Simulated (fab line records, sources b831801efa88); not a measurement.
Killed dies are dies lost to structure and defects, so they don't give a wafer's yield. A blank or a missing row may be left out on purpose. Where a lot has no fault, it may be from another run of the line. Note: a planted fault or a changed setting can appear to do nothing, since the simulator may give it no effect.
Problem report, 8D (eight disciplines) form, completed by code + flow sky130 + the parts of the form that need people (team, actions taken, sign-off) are left out

## 1. WHAT IS WRONG
Mean of killed-at-front-end at SKY_PAD_OPEN_PROBE_99: 424 across 6 wafers in 2 lots; on wafers with no fault it is 14 (standard deviation 4.4). That is +93 standard deviations from the usual mean.
Earliest sighting: wafer L770.1 on prober-02 at day 48 03:31. Wafers with a number at this step in the record: 12, from 4 lots. The rule behind "out" and "out of limits": a value lying over 4 standard deviations away from the usual mean. All remaining wafers that have a number are taken as sound.

## 2. WHAT IT IS, AND WHAT IT ISN'T
| question                    | is                                              | is not                                                                   |
|-----------------------------|-------------------------------------------------|--------------------------------------------------------------------------|
| which readings at this step | killed-at-front-end, killed-dies, killed-on-rim | killed_at_M4_up, killed-at-contacts, killed-at-other, killed-short       |
| which lots                  | L770, L771                                      | L774, L776                                                               |
| which wafers of those lots  | all that have a number                          | -                                                                        |
| read on which tools         | prober-01, prober-02                            | -                                                                        |
| when                        | from day 48 03:31                               | up to then (0 sound wafers); but 6 sound wafers of L774, L776 came after |

## 3. THE SUSPECTS, EACH WITH WHAT RULES IT OUT
Counting: any tool at a process step up to the reading is kept as a suspect provided that every lot that is out went through it and no sound lot did after the first of them.
- lpcvd-02 at SKY_FIELD_ISO_CVD_03 (deposits Si3N4 from DCS/NH3, target thk 165 nm, time 2830 s): ruled out as a lasting fault. The sound lots L774, L776 went through it after L770, its earliest lot that is out (day 3 08:41).
Left after counting: nothing in the record.

## 4. THE CAUSE (what the simulator had put in)
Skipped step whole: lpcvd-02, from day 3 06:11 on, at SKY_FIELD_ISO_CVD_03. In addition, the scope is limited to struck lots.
The count ruled it out by mistake, since the rule takes a fault to strike every lot its tool runs from the start of the fault on, and this one did not do so.

## 5. THE CHAIN OF EFFECTS, in route order
Each row: a reading whose mean over the struck wafers that have a number lies more than 3 standard deviations from the usual. Only readings for which the record gives a usual standard deviation are gone through. hours: the time from each lot's start at the first step in this table that gives one to its start at this step, as a median over the lots. sigmas: the change in usual standard deviations.
| hours | step                  | reading             | usual | on struck wafers | change | sigmas |
|-------|-----------------------|---------------------|-------|------------------|--------|--------|
| 0     | SKY_PAD_OPEN_PROBE_99 | killed-at-front-end | 14    | 424              | +410   | +93    |
| 0     | SKY_PAD_OPEN_PROBE_99 | killed-dies         | 84    | 492              | +408   | +41    |
| 0     | SKY_PAD_OPEN_PROBE_99 | killed-on-rim       | 16    | 96               | +80    | +21    |
The process steps in it:
- SKY_PAD_OPEN_PROBE_99
Readings that are blank on the struck wafers while sound wafers have them: pressure-mtorr at SKY_FIELD_ISO_CVD_03; spike-tc-bottom-C at SKY_FIELD_ISO_CVD_03; FIELD_ISO_OXIDATION_01_THK at SKY_FIELD_ISO_THK_MEAS_23.

## 6. HOW IT WOULD HAVE BEEN CAUGHT EARLIER
The fault began at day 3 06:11; the first out-of-limits reading in this record came at day 48 03:31, 1077 hours later.
Between SKY_FIELD_ISO_CVD_03 and SKY_PAD_OPEN_PROBE_99, SKY_FIELD_ISO_THK_MEAS_23 gave no FIELD_ISO_OXIDATION_01_THK on the struck wafers, where sound wafers have one: a measuring or inspecting step that comes back empty is itself a sign.
At SKY_FIELD_ISO_CVD_03 the tool's readings are blank on the struck wafers, where sound wafers have them: an empty tool record is the first sign, and it was there at once.
